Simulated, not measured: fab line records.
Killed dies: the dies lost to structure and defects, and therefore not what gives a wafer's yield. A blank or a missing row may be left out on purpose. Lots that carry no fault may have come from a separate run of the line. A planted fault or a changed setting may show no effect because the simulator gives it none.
Comparing a struck lot with a sound one :: flow sky130 :: 18 out of 708 route steps
Sound: the wafers L323.3, L323.4, L323.5. Wafers L331.1, L331.3, L331.6 were the ones struck. The cause is named last.
At each step with rows: each side's tool, then ch and its chambers, then its first start. Under that, the readings that differ: sound wafers :: struck wafers :: difference of the means :: sigmas: that difference in standard deviations of wafers without a fault.
alike: readings with means less than 2 such deviations apart, plus words and numbers identical on both sides. not compared: withheld readings, readings lacking a value on some wafer, bounds such as >300 that could conceal the same value, and numbers that have no deviation in the record and whose values overlap.
Wherever a step has rows on one side only, a row that says differs or no value, or a row with sigmas, the two part there. When numbers do not overlap yet have no deviation, they are printed without sigmas and do not part them. A reading that every wafer of one side lacks parts them only if that side has two wafers or more.

SKY_VIA1_ETCH_15: etches SiO2 in C4F8/O2/Ar, stops on TiN, target depth 351 nm, time 54 s.
  sound on rieDiel-02 ch 2,3, day 39 02:17; struck on rieDiel-02 ch 0,1,3, day 40 04:09
  alike: oesProductAu
  not compared: rfHoursCounterH
then, 4 steps without rows for these wafers: SKY_VIA1_STRIP_16 (strips in O2/N2); SKY_VIA1_STRIP_17 (strips in post etch residue remover, time 1200 s); SKY_VIA1_CLEAN_18 (cleans in IPA, time 180 s); SKY_VIA1_CLEAN_19 (cleans in O3/DIW).
SKY_VIA1_SPUTTER_20: material TiN, target thk 20 nm, time 80 s.
  sound: pvdSputter-01 at day 39 02:56; struck: pvdSputter-04 at day 40 04:49
  alike: cathodeDcPowerW, chamberPressurePa, throttleValvePct
then, 1 step without rows for these wafers: SKY_VIA1_CVD_21 (deposits W, target thk 270 nm, time 80.902 s).
SKY_VIA1_RS_MEAS_22: uses a four-point probe to measure.
  sound: filmMetro-01 at day 39 03:08; struck: filmMetro-02 at day 40 04:58
  alike: VIA1_W_RS
SKY_VIA1_THK_MEAS_23: measures by xrf.
  sound: filmMetro-01 at day 39 03:14; struck: filmMetro-02 at day 40 05:05
  alike: VIA1_W_THK
SKY_VIA1_CMP_24: polishes, stops on SiO2, t overpolish 15 s, target thk 0 nm.
  sound on cmp-02 ch 0,1,2, day 39 03:16; struck on cmp-01 ch 0,2,3, day 40 05:14
  alike: headPressurePsi, motorCurrentA, overpolishRunS, timeToEndpointS
SKY_METAL2_SPUTTER_00: material Ti, target thk 15 nm, time 10 s.
  sound: pvdSputter-02 at day 39 03:34; struck: pvdSputter-01 at day 40 05:32
  alike: cathodeDcPowerW, chamberPressurePa, throttleValvePct
then, 1 step without rows for these wafers: SKY_METAL2_SPUTTER_01 (material TiN, target thk 20 nm, time 16.7 s).
SKY_METAL2_SPUTTER_02: material AlCu, target thk 250 nm, time 13.3 s.
  sound: pvdSputter-02 at day 39 03:37; struck: pvdSputter-01 at day 40 05:35
  no value came back on the struck wafers for cathodeDcPowerW (W), chamberPressurePa (Pa), throttleValvePct (%); on the sound wafers cathodeDcPowerW (W) reads 10601 10599 10599
then, 1 step without rows for these wafers: SKY_METAL2_SPUTTER_03 (material Ti, target thk 5 nm, time 3.3 s).
SKY_METAL2_SPUTTER_04: material TiN, target thk 70 nm, time 58.3 s.
  sound: pvdSputter-02 at day 39 03:40; struck: pvdSputter-01 at day 40 05:37
  alike: cathodeDcPowerW, chamberPressurePa, throttleValvePct
SKY_METAL2_RS_MEAS_05: uses a four-point probe to measure.
  sound: filmMetro-04 at day 39 03:45; struck: filmMetro-04 at day 40 05:40
reading: METAL2_ALCU_RS (ohm/sq)
sound: 0.1276 0.1266 0.1260
struck: 8.7032 8.6424 8.6676
difference: +8.5443
sigmas: +99 or more
SKY_METAL2_THK_MEAS_06: measures by xrf.
  sound: filmMetro-04 at day 39 03:51; struck: filmMetro-04 at day 40 05:47
reading: METAL2_ALCU_THK (nm)
sound: 248.9 250.1 250.6
struck: <0.4 <0.4 <0.4
difference: differs
sigmas: 
then, 1 step without rows for these wafers: SKY_METAL2_DEHYDRATE_07 (time 60 s).

== WHERE THEY PART ==
Last at SKY_METAL2_THK_MEAS_06 as far as this record goes, first at SKY_METAL2_SPUTTER_02.

WHY: whatever the simulator had introduced
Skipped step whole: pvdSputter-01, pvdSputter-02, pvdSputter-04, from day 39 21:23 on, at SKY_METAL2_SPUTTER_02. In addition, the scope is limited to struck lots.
